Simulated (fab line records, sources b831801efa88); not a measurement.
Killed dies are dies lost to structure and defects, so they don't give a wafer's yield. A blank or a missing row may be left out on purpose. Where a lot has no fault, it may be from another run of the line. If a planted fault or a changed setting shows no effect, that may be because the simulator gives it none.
A lot that was struck, set against a sound lot | flow sfq-line | 43 out of 325 route steps
Sound: the wafers L690.2, L690.5, L690.6. Wafers L697.1, L697.2, L697.3 were the ones struck. The cause is given at the end.
Per side, at each step with rows, come the tool, then ch with its chambers, and then its first start. Under that, the readings that differ: sound wafers | struck wafers | difference of the means | sigmas: that difference in standard deviations of wafers without a fault.
alike: a reading whose means differ by less than 2 such deviations, as well as words and numbers matching on both sides. not compared: withheld readings; readings where some wafer has no value; bounds like >300 that might hide an equal value; numbers whose values overlap and for which the record gives no deviation.
Wherever a step has rows on one side only, a row that says differs or no value, or a row with sigmas, the two part there. Numbers that don't overlap but have no deviation are shown without sigmas and don't part them. Lack of a reading on every wafer of one side parts them only where that side has two or more wafers.

first, 6 steps without rows for these wafers: SFQ_TRILAYER_M5_LITHO_COAT_128 (resist thk 62 nm); SFQ_TRILAYER_M5_LITHO_COAT_123 (resist thk 600 nm); SFQ_TRILAYER_M5_LITHO_SOFTBAKE_127; SFQ_TRILAYER_M5_LITHO_EXPOSE_124 (exposes mask M5, target cd 700 nm); SFQ_TRILAYER_M5_LITHO_PEB_126 (peb time 60 s); SFQ_TRILAYER_M5_LITHO_DEVELOP_125 (time 60 s).
SFQ_M5_OVL_MEAS_932:
  sound on overlay-02 at day 54 18:02; struck on overlay-01 at day 60 11:55
  alike: M5_OVL
then, 1 step without rows for these wafers: SFQ_TRILAYER_M5_BARC_OPEN_METAL_ETCH_161 (etches BARC in O2, target depth 125 nm, time 41.7 s).
SFQ_TRILAYER_M5_ETCH_METAL_ETCH_126: etches Nb in Cl2/BCl3, stops on SiO2, time 203.2 s, target depth 265 nm.
  sound on rie-metal-01 ch 0,1, day 54 18:07; struck on rie-metal-03 ch 0,1, day 60 12:00
  alike: drypump-motor-current-A, oes-product-au
  not compared: rf-hours-counter-h
SFQ_TRILAYER_M5_STRIP_STRIP_127: strips in O2.
  sound on rie-metal-01 ch 0,1, day 54 18:19; struck on rie-metal-03 ch 0,1, day 60 12:12
  alike: drypump-motor-current-A, oes-product-au
  not compared: rf-hours-counter-h
then, 2 steps without rows for these wafers: SFQ_TRILAYER_M5_STRIP_SOLV_CLEAN_128 (cleans in NMP, time 600 s); SFQ_TRILAYER_A5B_DEP_PECVD_129 (deposits SiO2 from SiH4/N2O, time 133.33 s, target thk 600 nm).
SFQ_TRILAYER_A5B_CMP_CMP_130: polishes, stops on Nb, target thk 340.7 nm.
  sound on cmp-02 ch 2,3, day 54 19:41; struck on cmp-02 ch 0,1,3, day 60 23:25
  no value came back on the struck wafers for edge-zone-pressure-frac, head-pressure-psi (psi), motor-current-A (A), retaining-ring-pressure-frac; on the sound wafers edge-zone-pressure-frac reads 1.004 0.999 0.995
  reading                                              | sound             | struck            | difference | sigmas
  model.SiO2_of_TRILAYER_A5B_DEP_PECVD_129.thk-nm (nm) | 330.1 332.6 330.1 | 588.2 586.3 601.7 | +261.1     |
SFQ_TRILAYER_A5B_METRO_MEASURE_131:
  sound on film-metro-03 at day 54 22:23; struck on film-metro-03 at day 61 02:25
  reading     | sound       | struck      | difference | sigmas
  thk-nm (nm) | 330 333 330 | 588 586 602 | +261       | +40
then, 2 steps without rows for these wafers: SFQ_TRILAYER_R5_DEP_SPUTTER_132 (material Ti, target thk 5 nm, time 5 s); SFQ_TRILAYER_R5_DEP_SPUTTER_133 (material MoNx, target thk 40 nm, time 66.7 s).
SFQ_TRILAYER_R5_DEP_SPUTTER_134: material Ti, target thk 5 nm, time 5 s.
  sound on pvd-sputter-06 at day 54 23:28; struck on pvd-sputter-06 at day 61 03:41
  alike: throttle-valve-pct
SFQ_R5_RS_MEAS_933: uses a four-point probe to measure.
  sound on film-metro-03 at day 54 23:30; struck on film-metro-01 at day 61 03:43
  alike: R5_MONX_RS
SFQ_R5_THK_MEAS_934: measures by xrf.
  sound on film-metro-03 at day 54 23:37; struck on film-metro-01 at day 61 03:50
  alike: R5_MONX_THK
then, 6 steps without rows for these wafers: SFQ_TRILAYER_R5_LITHO_COAT_141 (resist thk 62 nm); SFQ_TRILAYER_R5_LITHO_COAT_136 (resist thk 600 nm); SFQ_TRILAYER_R5_LITHO_SOFTBAKE_140; SFQ_TRILAYER_R5_LITHO_EXPOSE_137 (exposes mask R5, target cd 500 nm); SFQ_TRILAYER_R5_LITHO_PEB_139 (peb time 60 s); SFQ_TRILAYER_R5_LITHO_DEVELOP_138 (time 60 s).
-- the record jumps here: 4 days lie between the struck wafers' starts before and after --
SFQ_R5_OVL_MEAS_935:
  sound on overlay-02 at day 59 09:31; struck on overlay-02 at day 65 08:31
  reading     | sound  | struck   | difference | sigmas
  R5_OVL (nm) | 10 9 8 | -6 -8 -8 | -16        | -2
then, 4 steps without rows for these wafers: SFQ_TRILAYER_R5_BARC_OPEN_METAL_ETCH_177 (etches BARC in O2, target depth 125 nm, time 41.7 s); SFQ_TRILAYER_R5_ETCH_METAL_ETCH_139 (etches the open film in Cl2, stops on SiO2, target depth 60 nm, time 40 s); SFQ_TRILAYER_R5_STRIP_STRIP_140 (strips in O2); SFQ_TRILAYER_R5_STRIP_SOLV_CLEAN_141 (cleans in NMP, time 600 s).
SFQ_TRILAYER_A5C_DEP_PECVD_142: deposits SiO2 from SiH4/N2O, time 15.556 s, target thk 70 nm.
  sound on pecvd-01 ch 0,2, day 59 10:26; struck on pecvd-02 ch 0,1,2, day 65 09:26
  alike: heater-power-w, throttle-valve-pct
then, 6 steps without rows for these wafers: SFQ_TRILAYER_I5_LITHO_COAT_149 (resist thk 62 nm); SFQ_TRILAYER_I5_LITHO_COAT_144 (resist thk 650 nm); SFQ_TRILAYER_I5_LITHO_SOFTBAKE_148; SFQ_TRILAYER_I5_LITHO_EXPOSE_145 (exposes mask I5, target cd 700 nm); SFQ_TRILAYER_I5_LITHO_PEB_147 (peb time 60 s); SFQ_TRILAYER_I5_LITHO_DEVELOP_146 (time 60 s).
-- the record jumps here: 2 days lie between the struck wafers' starts before and after --
SFQ_I5_OVL_MEAS_936:
  sound on overlay-02 at day 61 10:49; struck on overlay-01 at day 67 10:17
  alike: I5_OVL
then, 2 steps without rows for these wafers: SFQ_TRILAYER_I5_BARC_OPEN_VIA_ETCH_200 (etches BARC in O2, target depth 125 nm, time 41.7 s); SFQ_TRILAYER_I5_ETCH_VIA_ETCH_147 (etches the open film in CHF3, stops on Nb, target depth 360 nm).
SFQ_TRILAYER_I5_STRIP_STRIP_148: strips in O2.
  sound on rie-metal-01 ch 0,1, day 61 11:02; struck on rie-metal-02 ch 0,1, day 67 10:31
  alike: drypump-motor-current-A, oes-product-au
  not compared: rf-hours-counter-h
then, 1 step without rows for these wafers: SFQ_TRILAYER_I5_STRIP_SOLV_CLEAN_149 (cleans in NMP, time 600 s).
-- the record jumps here: 11 days lie between the struck wafers' starts before and after --
SFQ_M8_BOW_MEAS_951:
  sound on film-metro-03 at day 77 18:49; struck on film-metro-04 at day 78 10:23
  reading                 | sound            | struck          | difference | sigmas
  model.etest.i5.link-ohm | 2.26 2.267 2.271 | 2.38 2.395 2.39 | +0.12      |
  alike: M8_BOW

## WHERE THEY PART
At SFQ_TRILAYER_A5B_CMP_CMP_130 first; at SFQ_R5_OVL_MEAS_935 last (within this record only). Later steps at which nothing parts them and some readings are alike: SFQ_TRILAYER_A5C_DEP_PECVD_142, SFQ_I5_OVL_MEAS_936, SFQ_TRILAYER_I5_STRIP_STRIP_148, SFQ_M8_BOW_MEAS_951.

WHY: whatever the simulator had introduced
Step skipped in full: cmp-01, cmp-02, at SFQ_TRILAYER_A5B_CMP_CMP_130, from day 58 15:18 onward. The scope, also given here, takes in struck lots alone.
